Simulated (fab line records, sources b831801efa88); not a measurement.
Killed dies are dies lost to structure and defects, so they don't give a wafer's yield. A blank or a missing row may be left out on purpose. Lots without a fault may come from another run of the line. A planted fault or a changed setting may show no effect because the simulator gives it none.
Which tool did it? | flow gf180mcu | 13 lots, 39 wafers sampled, at 5 steps of a route of 602

WHAT THE GAUGES READ, wafer by wafer
GF_VT_IMPLANT_TW_MEAS_43.
lot  | measured     | on            | VT_IMPLANT_4_TW
L345 | day 7 13:39  | film_metro-02 | 687 692 687
L347 | day 8 04:59  | film_metro-04 | 692 688 688
L348 | day 8 08:11  | film_metro-04 | 691 686 693
L349 | day 8 16:28  | film_metro-01 | 688 687 688
L350 | day 8 21:28  | film_metro-02 | 693 694 693
L351 | day 9 02:58  | film_metro-02 | 685 679 686
L352 | day 9 09:49  | film_metro-02 | 684 689 682
L353 | day 9 21:02  | film_metro-02 | 686 691 683
L354 | day 10 00:31 | film_metro-04 | 686 686 684
L355 | day 10 05:40 | film_metro-01 | 685 689 690
L356 | day 10 16:30 | film_metro-02 | 695 691 691
L361 | day 11 23:11 | film_metro-02 | 735 736 738
L365 | day 13 03:08 | film_metro-02 | 743 744 741

GF_VT_IMPLANT_RS_MEAS_49: measures by four-point-probe.
lot  | measured     | on            | MVPSD_RS (ohm/sq)
L345 | day 7 14:14  | film_metro-03 | 1173 1170 1171
L347 | day 8 05:34  | film_metro-03 | 1173 1177 1175
L348 | day 8 08:46  | film_metro-03 | 1170 1168 1170
L349 | day 8 17:02  | film_metro-03 | 1165 1167 1168
L350 | day 8 22:03  | film_metro-03 | 1170 1167 1169
L351 | day 9 03:33  | film_metro-01 | 1169 1168 1163
L352 | day 9 10:25  | film_metro-04 | 1170 1164 1172
L353 | day 9 21:43  | film_metro-03 | 1170 1169 1167
L354 | day 10 01:06 | film_metro-03 | 1166 1165 1164
L355 | day 10 06:14 | film_metro-03 | 1168 1167 1168
L356 | day 10 17:07 | film_metro-04 | 1172 1174 1174
L361 | day 11 23:46 | film_metro-01 | 1171 1169 1169
L365 | day 13 03:44 | film_metro-04 | 1174 1174 1173

GF_SALICIDE_RS_MEAS_04: measures by four-point-probe.
lot  | measured     | on            | SALICIDE_TIN_RS (ohm/sq)
L345 | day 15 12:14 | film_metro-01 | 16.29 16.60 16.76
L347 | day 16 00:31 | film_metro-01 | 16.27 15.97 15.88
L348 | day 16 12:14 | film_metro-03 | 16.63 16.91 16.26
L349 | day 16 18:41 | film_metro-02 | 16.55 16.19 16.14
L350 | day 17 03:39 | film_metro-03 | 16.15 16.08 16.15
L351 | day 17 09:44 | film_metro-01 | 16.57 16.37 16.47
L352 | day 17 14:31 | film_metro-03 | 16.67 16.38 16.07
L353 | day 18 06:59 | film_metro-01 | 15.98 16.47 16.02
L354 | day 18 12:46 | film_metro-03 | 16.58 16.60 16.98
L355 | day 18 18:44 | film_metro-03 | 16.11 16.27 16.14
L356 | day 19 06:58 | film_metro-01 | 16.22 16.26 16.14
L361 | day 20 21:10 | film_metro-01 | 16.30 16.20 16.13
L365 | day 22 06:25 | film_metro-03 | 16.20 16.71 16.87

WHICH TOOL RAN EACH LOT (tool, then ch and the chambers of the sampled wafers, then the start)
lot  | GF_VT_IMPLANT_IMPLANT_41        | GF_SAB_STRIP_13
L345 | implanter-01 ch 0, day 7 13:25  | plasma_asher-02 ch 0,1, day 15 11:59
L347 | implanter-01 ch 0, day 8 04:44  | plasma_asher-01 ch 0,1, day 16 00:16
L348 | implanter-01 ch 0, day 8 07:56  | plasma_asher-03 ch 0,1, day 16 11:58
L349 | implanter-01 ch 0, day 8 16:13  | plasma_asher-01 ch 0,1, day 16 18:26
L350 | implanter-02 ch 0, day 8 21:14  | plasma_asher-02 ch 0,1, day 17 03:24
L351 | implanter-03 ch 0, day 9 02:44  | plasma_asher-01 ch 0,1, day 17 09:29
L352 | implanter-02 ch 0, day 9 09:35  | plasma_asher-03 ch 0,1, day 17 14:16
L353 | implanter-02 ch 0, day 9 20:49  | plasma_asher-01 ch 0,1, day 18 06:43
L354 | implanter-03 ch 0, day 10 00:16 | plasma_asher-01 ch 0,1, day 18 12:31
L355 | implanter-03 ch 0, day 10 05:25 | plasma_asher-01 ch 0,1, day 18 18:29
L356 | implanter-02 ch 0, day 10 16:15 | plasma_asher-02 ch 0,1, day 19 06:43
L361 | implanter-02 ch 0, day 11 22:56 | plasma_asher-03 ch 0,1, day 20 20:55
L365 | implanter-02 ch 0, day 13 02:55 | plasma_asher-01 ch 0,1, day 22 06:09
- GF_VT_IMPLANT_IMPLANT_41
- GF_SAB_STRIP_13: strips in O2/N2.

WHAT THE TOOLS THEMSELVES READ (means of the sampled wafers that have a number; where no wafer has one, the mark that the record gives instead)
GF_VT_IMPLANT_IMPLANT_41.
lot  | tool         | beam_energy_keV
L345 | implanter-01 | 70.007
L347 | implanter-01 | 70.003
L348 | implanter-01 | 69.997
L349 | implanter-01 | 69.989
L350 | implanter-02 | 69.999
L351 | implanter-03 | 69.993
L352 | implanter-02 | 69.998
L353 | implanter-02 | 70.026
L354 | implanter-03 | 69.987
L355 | implanter-03 | 70.007
L356 | implanter-02 | 69.988
L361 | implanter-02 | 89.078
L365 | implanter-02 | 89.050

GF_SAB_STRIP_13.
lot  | tool            | drypump_motor_current_A (A) | heater_power_w (W) | oes_product_au (a.u.) | strip_time_to_endpoint_s (s)
L345 | plasma_asher-02 | 5.4                         | 362                | 0.706                 | 12.55
L347 | plasma_asher-01 | 6.4                         | 291                | 0.712                 | 12.50
L348 | plasma_asher-03 | 5.7                         | 345                | 0.709                 | 12.54
L349 | plasma_asher-01 | 6.3                         | 296                | 0.714                 | 12.53
L350 | plasma_asher-02 | 5.8                         | 373                | 0.714                 | 12.54
L351 | plasma_asher-01 | 6.3                         | 295                | 0.711                 | 12.51
L352 | plasma_asher-03 | 5.5                         | 344                | 0.710                 | 12.48
L353 | plasma_asher-01 | 6.3                         | 293                | 0.707                 | 12.49
L354 | plasma_asher-01 | 6.3                         | 294                | 0.705                 | 12.55
L355 | plasma_asher-01 | 6.3                         | 297                | 0.708                 | 12.51
L356 | plasma_asher-02 | 5.9                         | 375                | 0.712                 | 12.59
L361 | plasma_asher-03 | 5.7                         | 336                | 0.711                 | 12.47
L365 | plasma_asher-01 | 6.3                         | 299                | 0.708                 | 12.51

THE ANSWER, worked out from the rows above alone
Rule: what is usual is taken from the lots themselves. Put in order of their means at a reading, lots are off if they are a third of the lots or fewer, leave a main group of 4 or more, and stand apart from it by a gap of 3 or more times the standard deviation of the main group's means; of several such gaps the widest counts. A main group whose means are all the same, to the digits that the tables above print for the reading, isn't used. A lot without any number at a reading at which 4 lots or more have one is off too. The other lots that the step has rows for count as sound. The gauges are gone through in route order, then the tools' own readings, and for those a lot's mean is taken as printed above. The first step at which some lot is off is used, and at that step the reading that is off furthest; a lot without a number counts as furthest.
Off: L361, L365, at GF_VT_IMPLANT_TW_MEAS_43 (VT_IMPLANT_4_TW). The main group: mean 688, standard deviation 2.9.
A tool fits if, at a process step before that reading, it ran every lot that is off, and no sound lot after the first of them. The gauges at GF_VT_IMPLANT_TW_MEAS_43 aren't tried: what is off there is off at GF_VT_IMPLANT_IMPLANT_41 too, on other tools, and a gauge's error can't cause that. One fits: implanter-02 at GF_VT_IMPLANT_IMPLANT_41. Its last sound lot is L356 (day 10 16:15), its first lot that is off L361 (day 11 22:56): a fault that began between those two fits.
The tool's own readings at GF_VT_IMPLANT_IMPLANT_41 bear it out: on the lots that are off they differ by more than 5 times the standard deviation of the sound lots' means. beam_energy_keV reads 89.064 there against 69.999 on the sound lots.

WHAT THE SIMULATOR HAD PUT IN
Process parameter drift: implanter-02, from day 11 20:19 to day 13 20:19, at GF_VT_IMPLANT_IMPLANT_41. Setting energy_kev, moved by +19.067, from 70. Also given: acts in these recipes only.
Lots struck among those shown: L361, L365. The rule above found the same.
